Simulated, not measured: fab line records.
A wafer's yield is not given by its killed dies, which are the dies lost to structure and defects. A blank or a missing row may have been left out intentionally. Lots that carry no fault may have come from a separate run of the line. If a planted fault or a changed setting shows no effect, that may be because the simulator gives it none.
The tool behind it: which one? :: flow gf180mcu :: Sampling: 24 lots, 72 wafers, 5 of 602 route steps

== WHAT THE GAUGES SHOWED, per wafer ==
GF_POLY_GATE_THK_MEAS_17. Usual: POLY_GATE_OXIDATION_THK gives 3.99 nm (standard deviation 0.072).
lot: L074
measured: day 9 10:26
on: film metro-03
POLY_GATE_OXIDATION_THK (nm): 3.96 4.02 4.01
flag: 

lot: L075
measured: day 9 10:27
on: film metro-02
POLY_GATE_OXIDATION_THK (nm): 3.90 3.87 3.96
flag: 

lot: L076
measured: day 9 18:22
on: film metro-03
POLY_GATE_OXIDATION_THK (nm): 4.05 4.04 4.06
flag: 

lot: L077
measured: day 10 05:47
on: film metro-03
POLY_GATE_OXIDATION_THK (nm): 4.10 4.12 4.04
flag: 

lot: L078
measured: day 10 09:53
on: film metro-02
POLY_GATE_OXIDATION_THK (nm): 4.16 4.01 4.14
flag: 

lot: L079
measured: day 10 13:59
on: film metro-02
POLY_GATE_OXIDATION_THK (nm): 4.02 3.94 4.10
flag: 

lot: L080
measured: day 11 01:13
on: film metro-02
POLY_GATE_OXIDATION_THK (nm): 3.97 3.95 3.95
flag: 

lot: L081
measured: day 11 05:04
on: film metro-03
POLY_GATE_OXIDATION_THK (nm): 3.97 3.84 3.98
flag: 

lot: L082
measured: day 11 12:10
on: film metro-02
POLY_GATE_OXIDATION_THK (nm): 4.06 4.07 3.97
flag: 

lot: L083
measured: day 11 18:05
on: film metro-03
POLY_GATE_OXIDATION_THK (nm): 3.96 4.00 3.97
flag: 

lot: L084
measured: day 12 02:14
on: film metro-03
POLY_GATE_OXIDATION_THK (nm): 3.94 3.98 3.97
flag: 

lot: L085
measured: day 12 11:55
on: film metro-01
POLY_GATE_OXIDATION_THK (nm): 3.92 3.94 3.84
flag: 

lot: L086
measured: day 12 14:25
on: film metro-02
POLY_GATE_OXIDATION_THK (nm): 3.97 3.96 3.92
flag: 

lot: L087
measured: day 13 09:44
on: film metro-01
POLY_GATE_OXIDATION_THK (nm): 3.91 3.94 3.92
flag: 

lot: L088
measured: day 13 14:58
on: film metro-03
POLY_GATE_OXIDATION_THK (nm): 3.94 4.00 4.05
flag: 

lot: L089
measured: day 13 22:53
on: film metro-02
POLY_GATE_OXIDATION_THK (nm): 4.02 3.99 3.96
flag: 

lot: L090
measured: day 14 04:26
on: film metro-02
POLY_GATE_OXIDATION_THK (nm): 3.94 4.00 3.97
flag: 

lot: L091
measured: day 14 08:13
on: film metro-01
POLY_GATE_OXIDATION_THK (nm): 3.92 3.88 3.92
flag: 

lot: L092
measured: day 14 17:27
on: film metro-02
POLY_GATE_OXIDATION_THK (nm): 3.99 4.03 3.91
flag: 

lot: L093
measured: day 15 02:54
on: film metro-03
POLY_GATE_OXIDATION_THK (nm): 3.97 4.01 3.97
flag: 

lot: L094
measured: day 15 05:14
on: film metro-03
POLY_GATE_OXIDATION_THK (nm): 4.01 4.01 4.07
flag: 

lot: L095
measured: day 15 12:09
on: film metro-02
POLY_GATE_OXIDATION_THK (nm): 4.11 4.10 4.19
flag: 

lot: L096
measured: day 16 08:50
on: film metro-01
POLY_GATE_OXIDATION_THK (nm): 4.03 4.00 4.07
flag: 

lot: L097
measured: day 16 11:28
on: film metro-01
POLY_GATE_OXIDATION_THK (nm): 3.89 3.88 3.97
flag: 

GF_CONTACT_THK_MEAS_26: measures by xrf. Usual: CONTACT_W_THK gives 302 nm (standard deviation 5.4).
lot: L074
measured: day 16 05:31
on: film metro-01
CONTACT_W_THK (nm): 305 295 306
flag: 

lot: L075
measured: day 16 06:55
on: film metro-01
CONTACT_W_THK (nm): 297 296 305
flag: 

lot: L076
measured: day 16 16:20
on: film metro-04
CONTACT_W_THK (nm): 303 292 304
flag: 

lot: L077
measured: day 17 08:04
on: film metro-01
CONTACT_W_THK (nm): 308 298 297
flag: 

lot: L078
measured: day 17 10:07
on: film metro-04
CONTACT_W_THK (nm): 300 290 298
flag: 

lot: L079
measured: day 17 17:41
on: film metro-01
CONTACT_W_THK (nm): 294 299 292
flag: 

lot: L080
measured: day 18 08:29
on: film metro-01
CONTACT_W_THK (nm): 306 298 300
flag: 

lot: L081
measured: day 18 11:14
on: film metro-02
CONTACT_W_THK (nm): 311 302 310
flag: 

lot: L082
measured: day 18 20:28
on: film metro-02
CONTACT_W_THK (nm): 309 310 309
flag: 

lot: L083
measured: day 19 03:49
on: film metro-01
CONTACT_W_THK (nm): 304 303 301
flag: 

lot: L084
measured: day 19 15:28
on: film metro-04
CONTACT_W_THK (nm): 292 296 294
flag: 

lot: L085
measured: day 20 02:52
on: film metro-02
CONTACT_W_THK (nm): 300 305 309
flag: 

lot: L086
measured: day 20 06:29
on: film metro-01
CONTACT_W_THK (nm): 302 306 298
flag: 

lot: L087
measured: day 21 05:37
on: film metro-02
CONTACT_W_THK (nm): 303 297 308
flag: 

lot: L088
measured: day 21 10:15
on: film metro-02
CONTACT_W_THK (nm): 303 303 301
flag: 

lot: L089
measured: day 21 18:43
on: film metro-01
CONTACT_W_THK (nm): 296 298 303
flag: 

lot: L090
measured: day 22 03:46
on: film metro-02
CONTACT_W_THK (nm): 302 308 305
flag: 

lot: L091
measured: day 22 07:23
on: film metro-02
CONTACT_W_THK (nm): 307 301 303
flag: 

lot: L092
measured: day 22 17:28
on: film metro-02
CONTACT_W_THK (nm): 301 300 300
flag: 

lot: L093
measured: day 23 07:30
on: film metro-02
CONTACT_W_THK (nm): 313 305 311
flag: 

lot: L094
measured: day 23 07:50
on: film metro-02
CONTACT_W_THK (nm): 302 306 304
flag: 

lot: L095
measured: day 23 13:20
on: film metro-01
CONTACT_W_THK (nm): 299 302 299
flag: 

lot: L096
measured: day 24 10:07
on: film metro-04
CONTACT_W_THK (nm): 296 291 291
flag: 

lot: L097
measured: day 24 13:40
on: film metro-01
CONTACT_W_THK (nm): 299 303 305
flag: 

GF_V1_THK_MEAS_03. Usual: V1_CVD_02_THK gives 849 nm (standard deviation 10).
lot: L074
measured: day 17 05:44
on: film metro-03
V1_CVD_02_THK (nm): 844 853 846
flag: 

lot: L075
measured: day 17 06:15
on: film metro-04
V1_CVD_02_THK (nm): 853 862 860
flag: 

lot: L076
measured: day 17 16:50
on: film metro-03
V1_CVD_02_THK (nm): 851 849 856
flag: 

lot: L077
measured: day 18 07:55
on: film metro-03
V1_CVD_02_THK (nm): 852 839 863
flag: 

lot: L078
measured: day 18 10:29
on: film metro-04
V1_CVD_02_THK (nm): 838 849 847
flag: 

lot: L079
measured: day 18 18:47
on: film metro-03
V1_CVD_02_THK (nm): 843 845 855
flag: 

lot: L080
measured: day 19 09:42
on: film metro-02
V1_CVD_02_THK (nm): 844 853 853
flag: 

lot: L081
measured: day 19 12:56
on: film metro-03
V1_CVD_02_THK (nm): 861 839 851
flag: 

lot: L082
measured: day 19 22:29
on: film metro-04
V1_CVD_02_THK (nm): 846 845 841
flag: 

lot: L083
measured: day 20 06:08
on: film metro-04
V1_CVD_02_THK (nm): 853 843 853
flag: 

lot: L084
measured: day 20 17:53
on: film metro-04
V1_CVD_02_THK (nm): 851 867 863
flag: 

lot: L085
measured: day 21 04:35
on: film metro-02
V1_CVD_02_THK (nm): 838 841 827
flag: 

lot: L086
measured: day 21 08:07
on: film metro-03
V1_CVD_02_THK (nm): 850 856 858
flag: 

lot: L087
measured: day 22 06:44
on: film metro-04
V1_CVD_02_THK (nm): 850 836 847
flag: 

lot: L088
measured: day 22 10:54
on: film metro-03
V1_CVD_02_THK (nm): 845 851 855
flag: 

lot: L089
measured: day 22 18:35
on: film metro-04
V1_CVD_02_THK (nm): 829 840 849
flag: 

lot: L090
measured: day 23 04:16
on: film metro-04
V1_CVD_02_THK (nm): 845 846 845
flag: 

lot: L091
measured: day 23 08:11
on: film metro-02
V1_CVD_02_THK (nm): 850 861 858
flag: 

lot: L092
measured: day 23 17:35
on: film metro-04
V1_CVD_02_THK (nm): 839 837 844
flag: 

lot: L093
measured: day 24 07:08
on: film metro-03
V1_CVD_02_THK (nm): 847 850 840
flag: 

lot: L094
measured: day 24 07:25
on: film metro-04
V1_CVD_02_THK (nm): 838 843 846
flag: 

lot: L095
measured: day 24 13:26
on: film metro-04
V1_CVD_02_THK (nm): 852 858 851
flag: 

lot: L096
measured: day 25 09:05
on: film metro-04
V1_CVD_02_THK (nm): 856 844 867
flag: 

lot: L097
measured: day 25 12:35
on: film metro-03
V1_CVD_02_THK (nm): 836 845 846
flag: 

== TOOL THAT RAN EACH LOT (tool first, then ch and the chambers of the sampled wafers, then the start) ==
lot: L074
GF_HV_LDD_STRIP_10: plasma asher-01 ch 0,1, day 10 03:50
GF_SAB_CVD_00: pecvd-02 ch 0,2, day 14 08:28

lot: L075
GF_HV_LDD_STRIP_10: plasma asher-02 ch 0,1, day 10 04:14
GF_SAB_CVD_00: pecvd-03 ch 0,1, day 14 09:25

lot: L076
GF_HV_LDD_STRIP_10: plasma asher-01 ch 0,1, day 10 12:11
GF_SAB_CVD_00: pecvd-03 ch 0,2, day 14 17:50

lot: L077
GF_HV_LDD_STRIP_10: plasma asher-01 ch 0,1, day 10 23:32
GF_SAB_CVD_00: pecvd-02 ch 0,1, day 15 09:07

lot: L078
GF_HV_LDD_STRIP_10: plasma asher-02 ch 0,1, day 11 04:11
GF_SAB_CVD_00: pecvd-04 ch 0,2, day 15 11:53

lot: L079
GF_HV_LDD_STRIP_10: plasma asher-02 ch 0,1, day 11 08:20
GF_SAB_CVD_00: pecvd-03 ch 0,1, day 15 18:29

lot: L080
GF_HV_LDD_STRIP_10: plasma asher-03 ch 0,1, day 11 20:47
GF_SAB_CVD_00: pecvd-04 ch 0,1,2, day 16 09:07

lot: L081
GF_HV_LDD_STRIP_10: plasma asher-02 ch 0,1, day 11 23:38
GF_SAB_CVD_00: pecvd-04 ch 0,1,2, day 16 11:13

lot: L082
GF_HV_LDD_STRIP_10: plasma asher-03 ch 0,1, day 12 07:29
GF_SAB_CVD_00: pecvd-04 ch 0,1, day 16 20:25

lot: L083
GF_HV_LDD_STRIP_10: plasma asher-01 ch 0,1, day 12 13:59
GF_SAB_CVD_00: pecvd-02 ch 0,1,2, day 17 02:37

lot: L084
GF_HV_LDD_STRIP_10: plasma asher-01 ch 0,1, day 12 21:20
GF_SAB_CVD_00: pecvd-02 ch 0,1,2, day 17 13:46

lot: L085
GF_HV_LDD_STRIP_10: plasma asher-02 ch 0,1, day 13 07:47
GF_SAB_CVD_00: pecvd-04 ch 0,1,2, day 18 00:40

lot: L086
GF_HV_LDD_STRIP_10: plasma asher-02 ch 0,1, day 13 10:25
GF_SAB_CVD_00: pecvd-03 ch 0,2, day 18 02:52

lot: L087
GF_HV_LDD_STRIP_10: plasma asher-03 ch 0,1, day 14 05:58
GF_SAB_CVD_00: pecvd-04 ch 1,2, day 19 03:54

lot: L088
GF_HV_LDD_STRIP_10: plasma asher-03 ch 0,1, day 14 10:40
GF_SAB_CVD_00: pecvd-03 ch 0,1,2, day 19 07:40

lot: L089
GF_HV_LDD_STRIP_10: plasma asher-03 ch 0,1, day 14 19:05
GF_SAB_CVD_00: pecvd-03 ch 0,1,2, day 19 17:13

lot: L090
GF_HV_LDD_STRIP_10: plasma asher-01 ch 0,1, day 15 01:50
GF_SAB_CVD_00: pecvd-02 ch 0,2, day 20 01:31

lot: L091
GF_HV_LDD_STRIP_10: plasma asher-03 ch 0,1, day 15 06:28
GF_SAB_CVD_00: pecvd-02 ch 0,2, day 20 05:54

lot: L092
GF_HV_LDD_STRIP_10: plasma asher-02 ch 0,1, day 15 15:46
GF_SAB_CVD_00: pecvd-02 ch 1,2, day 20 15:52

lot: L093
GF_HV_LDD_STRIP_10: plasma asher-03 ch 0,1, day 16 01:11
GF_SAB_CVD_00: pecvd-02 ch 0,1, day 21 06:49

lot: L094
GF_HV_LDD_STRIP_10: plasma asher-01 ch 0,1, day 16 03:40
GF_SAB_CVD_00: pecvd-03 ch 0,1,2, day 21 07:01

lot: L095
GF_HV_LDD_STRIP_10: plasma asher-03 ch 0,1, day 16 10:02
GF_SAB_CVD_00: pecvd-04 ch 1,2, day 21 12:40

lot: L096
GF_HV_LDD_STRIP_10: plasma asher-01 ch 0,1, day 17 07:31
GF_SAB_CVD_00: pecvd-03 ch 1,2, day 22 10:39

lot: L097
GF_HV_LDD_STRIP_10: plasma asher-02 ch 0,1, day 17 10:35
GF_SAB_CVD_00: pecvd-03 ch 0,1, day 22 14:37
- GF_HV_LDD_STRIP_10: strips in O2/N2.
- GF_SAB_CVD_00: deposits SiO2 from TEOS, target thk 50 nm, time 5.087 s.

== AS READ BY THE TOOLS THEMSELVES (means over the sampled wafers that have a number; for cases with no such wafer, the mark the record gives instead) ==
GF_HV_LDD_STRIP_10. Usual: drypump motor current A 5.72 A, standard deviation 0.11; heater power w 341 W, standard deviation 37; o2 flow sccm 3001 sccm, standard deviation 8.6; oes product au 0.716 a.u., standard deviation 0.0044; strip time to endpoint s 12.66 s, standard deviation 0.037.
lot: L074
tool: plasma asher-01
drypump motor current A (A): 5.78
heater power w (W): 333
o2 flow sccm (sccm): 3002
oes product au (a.u.): 0.715
strip time to endpoint s (s): 12.67
flag: 

lot: L075
tool: plasma asher-02
drypump motor current A (A): 5.62
heater power w (W): 324
o2 flow sccm (sccm): 3005
oes product au (a.u.): 0.713
strip time to endpoint s (s): 12.63
flag: 

lot: L076
tool: plasma asher-01
drypump motor current A (A): 5.79
heater power w (W): 333
o2 flow sccm (sccm): 3004
oes product au (a.u.): 0.716
strip time to endpoint s (s): 12.64
flag: 

lot: L077
tool: plasma asher-01
drypump motor current A (A): 5.81
heater power w (W): 305
o2 flow sccm (sccm): 2992
oes product au (a.u.): 0.721
strip time to endpoint s (s): 12.68
flag: 

lot: L078
tool: plasma asher-02
drypump motor current A (A): 5.71
heater power w (W): 351
o2 flow sccm (sccm): 2993
oes product au (a.u.): 0.715
strip time to endpoint s (s): 12.68
flag: 

lot: L079
tool: plasma asher-02
drypump motor current A (A): 5.61
heater power w (W): 321
o2 flow sccm (sccm): 3001
oes product au (a.u.): 0.715
strip time to endpoint s (s): 12.69
flag: 

lot: L080
tool: plasma asher-03
drypump motor current A (A): 5.69
heater power w (W): 366
o2 flow sccm (sccm): 2996
oes product au (a.u.): 0.716
strip time to endpoint s (s): 12.68
flag: 

lot: L081
tool: plasma asher-02
drypump motor current A (A): 5.72
heater power w (W): 353
o2 flow sccm (sccm): 3008
oes product au (a.u.): 0.712
strip time to endpoint s (s): 12.62
flag: 

lot: L082
tool: plasma asher-03
drypump motor current A (A): 5.69
heater power w (W): 359
o2 flow sccm (sccm): 3001
oes product au (a.u.): 0.715
strip time to endpoint s (s): 12.66
flag: 

lot: L083
tool: plasma asher-01
drypump motor current A (A): 5.84
heater power w (W): 308
o2 flow sccm (sccm): 3009
oes product au (a.u.): 0.722
strip time to endpoint s (s): 12.70
flag: 

lot: L084
tool: plasma asher-01
drypump motor current A (A): 5.82
heater power w (W): 306
o2 flow sccm (sccm): 2999
oes product au (a.u.): 0.715
strip time to endpoint s (s): 12.68
flag: 

lot: L085
tool: plasma asher-02
drypump motor current A (A): 5.70
heater power w (W): 347
o2 flow sccm (sccm): 2999
oes product au (a.u.): 0.718
strip time to endpoint s (s): 12.62
flag: 

lot: L086
tool: plasma asher-02
drypump motor current A (A): 5.64
heater power w (W): 331
o2 flow sccm (sccm): 2992
oes product au (a.u.): 0.714
strip time to endpoint s (s): 12.67
flag: 

lot: L087
tool: plasma asher-03
drypump motor current A (A): 5.69
heater power w (W): 367
o2 flow sccm (sccm): 3005
oes product au (a.u.): 0.716
strip time to endpoint s (s): 12.69
flag: 

lot: L088
tool: plasma asher-03
drypump motor current A (A): 5.68
heater power w (W): 365
o2 flow sccm (sccm): 3003
oes product au (a.u.): 0.719
strip time to endpoint s (s): 12.66
flag: 

lot: L089
tool: plasma asher-03
drypump motor current A (A): 5.67
heater power w (W): 365
o2 flow sccm (sccm): 3002
oes product au (a.u.): 0.719
strip time to endpoint s (s): 12.72
flag: 

lot: L090
tool: plasma asher-01
drypump motor current A (A): 5.82
heater power w (W): 307
o2 flow sccm (sccm): 3000
oes product au (a.u.): 0.712
strip time to endpoint s (s): 12.66
flag: 

lot: L091
tool: plasma asher-03
drypump motor current A (A): 5.68
heater power w (W): 375
o2 flow sccm (sccm): 3001
oes product au (a.u.): 0.714
strip time to endpoint s (s): 12.63
flag: 

lot: L092
tool: plasma asher-02
drypump motor current A (A): 5.64
heater power w (W): 326
o2 flow sccm (sccm): 3001
oes product au (a.u.): 0.717
strip time to endpoint s (s): 12.60
flag: 

lot: L093
tool: plasma asher-03
drypump motor current A (A): 5.66
heater power w (W): 363
o2 flow sccm (sccm): 2992
oes product au (a.u.): 0.718
strip time to endpoint s (s): 12.62
flag: 

lot: L094
tool: plasma asher-01
drypump motor current A (A): 5.80
heater power w (W): 334
o2 flow sccm (sccm): 2993
oes product au (a.u.): 0.715
strip time to endpoint s (s): 12.72
flag: 

lot: L095
tool: plasma asher-03
drypump motor current A (A): 5.68
heater power w (W): 369
o2 flow sccm (sccm): 2994
oes product au (a.u.): 0.714
strip time to endpoint s (s): 12.66
flag: 

lot: L096
tool: plasma asher-01
drypump motor current A (A): 5.84
heater power w (W): 302
o2 flow sccm (sccm): 3007
oes product au (a.u.): 0.718
strip time to endpoint s (s): 12.60
flag: 

lot: L097
tool: plasma asher-02
drypump motor current A (A): 5.71
heater power w (W): 354
o2 flow sccm (sccm): 2995
oes product au (a.u.): 0.715
strip time to endpoint s (s): 12.64
flag: 

GF_SAB_CVD_00. Usual: heater power outer w 389 W, standard deviation 63; heater power w 660 W, standard deviation 90.
lot: L074
tool: pecvd-02
heater power outer w (W): 410
heater power w (W): 693
flag: 

lot: L075
tool: pecvd-03
heater power outer w (W): 425
heater power w (W): 763
flag: 

lot: L076
tool: pecvd-03
heater power outer w (W): 393
heater power w (W): 713
flag: 

lot: L077
tool: pecvd-02
heater power outer w (W): 434
heater power w (W): 690
flag: 

lot: L078
tool: pecvd-04
heater power outer w (W): 468
heater power w (W): 725
flag: 

lot: L079
tool: pecvd-03
heater power outer w (W): 461
heater power w (W): 787
flag: 

lot: L080
tool: pecvd-04
heater power outer w (W): 378
heater power w (W): 635
flag: 

lot: L081
tool: pecvd-04
heater power outer w (W): 391
heater power w (W): 643
flag: 

lot: L082
tool: pecvd-04
heater power outer w (W): 411
heater power w (W): 689
flag: 

lot: L083
tool: pecvd-02
heater power outer w (W): 375
heater power w (W): 639
flag: 

lot: L084
tool: pecvd-02
heater power outer w (W): 374
heater power w (W): 634
flag: 

lot: L085
tool: pecvd-04
heater power outer w (W): 402
heater power w (W): 664
flag: 

lot: L086
tool: pecvd-03
heater power outer w (W): 352
heater power w (W): 651
flag: 

lot: L087
tool: pecvd-04
heater power outer w (W): 345
heater power w (W): 599
flag: 

lot: L088
tool: pecvd-03
heater power outer w (W): 369
heater power w (W): 657
flag: 

lot: L089
tool: pecvd-03
heater power outer w (W): 408
heater power w (W): 699
flag: 

lot: L090
tool: pecvd-02
heater power outer w (W): 362
heater power w (W): 622
flag: 

lot: L091
tool: pecvd-02
heater power outer w (W): 324
heater power w (W): 576
flag: 

lot: L092
tool: pecvd-02
heater power outer w (W): 406
heater power w (W): 659
flag: 

lot: L093
tool: pecvd-02
heater power outer w (W): 402
heater power w (W): 656
flag: 

lot: L094
tool: pecvd-03
heater power outer w (W): 407
heater power w (W): 715
flag: 

lot: L095
tool: pecvd-04
heater power outer w (W): 417
heater power w (W): 670
flag: 

lot: L096
tool: pecvd-03
heater power outer w (W): 378
heater power w (W): 643
flag: 

lot: L097
tool: pecvd-03
heater power outer w (W): 378
heater power w (W): 683
flag: 

== THE ANSWER, worked out from the rows above alone ==
Rule: a lot counts as off when the mean over its wafers that have a number is more than 3 standard deviations away from the usual mean. Also off: a lot with no number at a reading for which 4 or more lots have one. All remaining lots with rows at the step are treated as sound. The gauges are gone through in route order, then the tools' own readings, and for those a lot's mean is taken as printed above. At the first step where some lot is off, the reading lying furthest off is the one used; lots without a number count as furthest.
Nothing can be told from this: no lot is off at any reading shown.

== WHAT THE SIMULATOR HAD PUT IN ==
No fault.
